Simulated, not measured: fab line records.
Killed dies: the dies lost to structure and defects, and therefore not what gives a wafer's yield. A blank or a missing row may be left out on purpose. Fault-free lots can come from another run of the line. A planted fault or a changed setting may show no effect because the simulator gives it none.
Struck lot and sound lot, side by side | flow sky130 | 17 steps out of a route of 708
Sound: these wafers, L200.2, L200.3, L200.4. Wafers L202.1, L202.3, L202.6 were the ones struck. At the end, the cause is stated.
At each step with rows: each side's tool, then ch and its chambers, then its first start. Under that, the readings that differ: sound wafers | struck wafers | difference of the means | sigmas: that difference in standard deviations of wafers without a fault.
alike: a reading whose means differ by less than 2 such deviations, as well as words and numbers matching on both sides. not compared: withheld readings; readings where some wafer has no value; bounds like >300 that might hide an equal value; numbers whose values overlap and for which the record gives no deviation.
Wherever a step has rows on one side only, a row that says differs or no value, or a row with sigmas, the two part there. Numbers that don't overlap but have no deviation are shown without sigmas and don't part them. Lack of a reading on every wafer of one side parts them only where that side has two or more wafers.

SKY_LDD_P_OVL_MEAS_08:
  sound on overlay-01, day 20 05:35; struck on overlay-01, day 20 15:11
  alike: LDD_P_OVL
following that, these wafers have no rows for 1 step: SKY_LDD_P_IMPLANT_09.
SKY_LDD_P_STRIP_10: strips in O2/N2.
  sound on plasma asher-02 ch 0,1, day 20 05:46; struck on plasma asher-02 ch 0,1, day 20 15:22
  alike: drypump motor current A, n2 flow sccm, oes product au, strip time to endpoint s
  not compared: rf hours counter h
SKY_LDD_P_TW_MEAS_11:
  sound on film metro-04, day 20 05:58; struck on film metro-03, day 20 15:28
  alike: LDD_P_TW
then, 7 steps without rows for these wafers: SKY_LDD_HVN_DEHYDRATE_00 (time 60 s); SKY_LDD_HVN_HMDS_01 (prime time 60 s); SKY_LDD_HVN_COAT_02 (resist thk 300 nm); SKY_LDD_HVN_SOFTBAKE_03 (time 60 s); SKY_LDD_HVN_EXPOSE_04 (exposes mask HVNTM, target cd 700 nm); SKY_LDD_HVN_PEB_05; SKY_LDD_HVN_DEVELOP_06 (develop time 60 s).
SKY_LDD_HVN_OVL_MEAS_07:
  sound on overlay-02, day 21 12:55; struck on overlay-02, day 21 22:43
  alike: LDD_HVN_OVL
SKY_LDD_HVN_IMPLANT_08:
  sound on implanter-02 ch 0, day 21 12:58; struck on implanter-01 ch 0, day 21 22:46
  reading            | sound           | struck            | difference | sigmas
  beam on s (s)      | 9.85 10.03 9.65 | 11.04 11.35 11.22 | +1.36      | +6
  faraday current uA | 171 169 175     | 153 149 152       | -20        | -6
  alike: end station pressure torr
SKY_LDD_HVN_STRIP_09: strips in O2/N2.
  sound on plasma asher-01 ch 0,1, day 21 13:05; struck on plasma asher-03 ch 0,1, day 21 22:55
  alike: drypump motor current A, n2 flow sccm, oes product au, strip time to endpoint s
  not compared: rf hours counter h
SKY_LDD_HVN_TW_MEAS_10:
  sound on film metro-04, day 21 13:12; struck on film metro-04, day 21 23:01
  reading    | sound          | struck         | difference | sigmas
  LDD_HVN_TW | 1435 1430 1428 | 1471 1477 1470 | +42        | +3
then, 1 step without rows for these wafers: SKY_LDD_HVP_DEHYDRATE_00 (time 60 s).
-- here the record skips 25 days between the struck wafers' starts before and after, leaving off in module LDD_HVP and picking up in module PAD_OPEN (first step shown: number 708 of the route) --
SKY_PAD_OPEN_PROBE_99:
  sound on prober-02, day 46 14:10; struck on prober-01, day 46 19:53
  reading                        | sound          | struck         | difference | sigmas
  model.etest.tip_n_5v.rs ohm sq | 1365 1370 1383 | 1285 1282 1287 | -88        |
  alike: killed_at_M0_to_M3, killed_at_M4_up, killed at contacts, killed at front end, killed at other, killed dies, killed open, killed short

== WHERE THEY PART ==
At SKY_LDD_HVN_IMPLANT_08 first; at SKY_LDD_HVN_TW_MEAS_10 last (within this record only). Later steps at which nothing parts them and some readings are alike: SKY_PAD_OPEN_PROBE_99.

WHY: whatever the simulator had introduced
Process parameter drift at SKY_LDD_HVN_IMPLANT_08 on implanter-01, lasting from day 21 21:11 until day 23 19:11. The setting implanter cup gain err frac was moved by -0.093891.
